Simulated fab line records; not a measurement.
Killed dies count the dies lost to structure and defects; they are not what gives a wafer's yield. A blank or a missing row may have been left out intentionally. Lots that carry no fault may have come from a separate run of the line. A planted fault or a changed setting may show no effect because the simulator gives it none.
Split-lot trial	flow gf180mcu	route with 602 steps; 5 lots, 23 wafers read

== SPLIT DETAILS ==
At GF_POLY_GATE_COAT_05 (resist thk 700 nm), the setting resist-thk-nm was moved away from the recipe's 700 nm on 10 of the 23 wafers read, by -5.1% to +5.3%. For the rest of the wafers, this setting stayed at what the recipe calls for.

== BETWEEN THE SPLIT AND THE READING: the file shows 1 step in between ==
- GF_POLY_GATE_ETCH_13: etches poly-Si in HBr/Cl2, stops on SiO2, target depth 198.5 nm, time 69.6 s (also split here: over-etch-frac)

== THE READING ==
oes-product-au, in a.u., at GF_POLY_GATE_STRIP_14 (strips in O2/N2). A value of 0.506 a.u. with a standard deviation of 0.0036 a.u. is what fault-free wafers of this fab line usually give.

wafer	tool, chamber at the split	resist-thk-nm as run, nm	against the recipe	oes-product-au, a.u.	against lot-mates on the recipe
L076.3	litho-track-04, 0	700	recipe	0.507	-
L076.4	litho-track-04, 0	700	recipe	0.503	-
L076.6	litho-track-04, 0	700	recipe	0.504	-
L075.1	litho-track-04, 0	700	recipe	0.509	-
L075.3	litho-track-04, 0	669.4	-4.4%	0.485	-0.021
L075.4	litho-track-04, 0	700	recipe	0.503	-
L075.5	litho-track-04, 0	669.4	-4.4%	0.495	-0.011
L075.6	litho-track-04, 0	669.4	-4.4%	0.485	-0.021
L079.2	litho-track-02, 0	677.5	-3.2%	0.501	-0.004
L079.3	litho-track-02, 0	700	recipe	0.510	-
L079.4	litho-track-02, 0	677.5	-3.2%	0.502	-0.003
L079.5	litho-track-02, 0	677.5	-3.2%	0.503	-0.002
L079.6	litho-track-02, 0	700	recipe	0.500	-
L083.1	litho-track-01, 0	664.5	-5.1%	0.484	-0.023
L083.2	litho-track-01, 0	700	recipe	0.506	-
L083.3	litho-track-01, 0	664.5	-5.1%	0.488	-0.019
L083.5	litho-track-01, 0	700	recipe	0.510	-
L083.6	litho-track-01, 0	700	recipe	0.504	-
L084.1	litho-track-01, 0	736.9	+5.3%	0.523	+0.017
L084.2	litho-track-01, 0	700	recipe	0.505	-
L084.3	litho-track-01, 0	700	recipe	0.502	-
L084.4	litho-track-01, 0	736.9	+5.3%	0.521	+0.015
L084.6	litho-track-01, 0	700	recipe	0.510	-

THE FIT
A straight line over all 23 wafers: oes-product-au changes by +0.00326 a.u. for each +1% of resist-thk-nm; r = +0.91; the points scatter about the line by 0.0044 a.u.
The same after taking each lot's own level away (the mean of its wafers on the recipe; 23 wafers): +0.0033 a.u. for each +1%; r = +0.90; scatter 0.0046 a.u.
On that fit, the largest move of resist-thk-nm shifts the reading by 0.017 a.u.
Across the lots, their own levels run from 0.5047 to 0.5067 a.u., a range of 0.6 times the standard deviation given above.
The two slopes are in agreement: the lot-to-lot level therefore moves the slope only a little.
Check: for one of the wafers moved furthest among these (+5.3%), held out of the fit, the line's prediction against its lot-mates is +0.0176 a.u. It came out at +0.0173 a.u. against them.

== OTHER SPLITS APPLIED TO THESE WAFERS ==
Other splits were also applied to these wafers ahead of the reading. Each is held against what the fit with the lots' levels taken away leaves over:
other split on the same wafers	wafers away from the commonest value	r with oes-product-au (lot level and that fit taken away)
GF_VT_IMPLANT_STRIP_31 pressure-mtorr	5	+0.53
GF_POLY_GATE_ETCH_13 over-etch-frac	8	-0.39

== THE WHOLE CHAIN: every reading that the file lists as answering this split, in the file's order ==
step	what it does	reading	change (the file's fit)	r (the file's)
GF_POLY_GATE_COAT_05	resist thk 700 nm	KrF_of_POLY_GATE_COAT_05.thk-nm (the simulator's own value, which no gauge read)	+6.87 nm for each +1% of the setting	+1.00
GF_POLY_GATE_STRIP_14	strips in O2/N2	oes-product-au	+0.00334 a.u. for each +1% of the setting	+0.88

== THE FILE'S OWN FIT ==
oes-product-au changes by +0.00334 a.u. for each +1% of resist-thk-nm, r = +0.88.
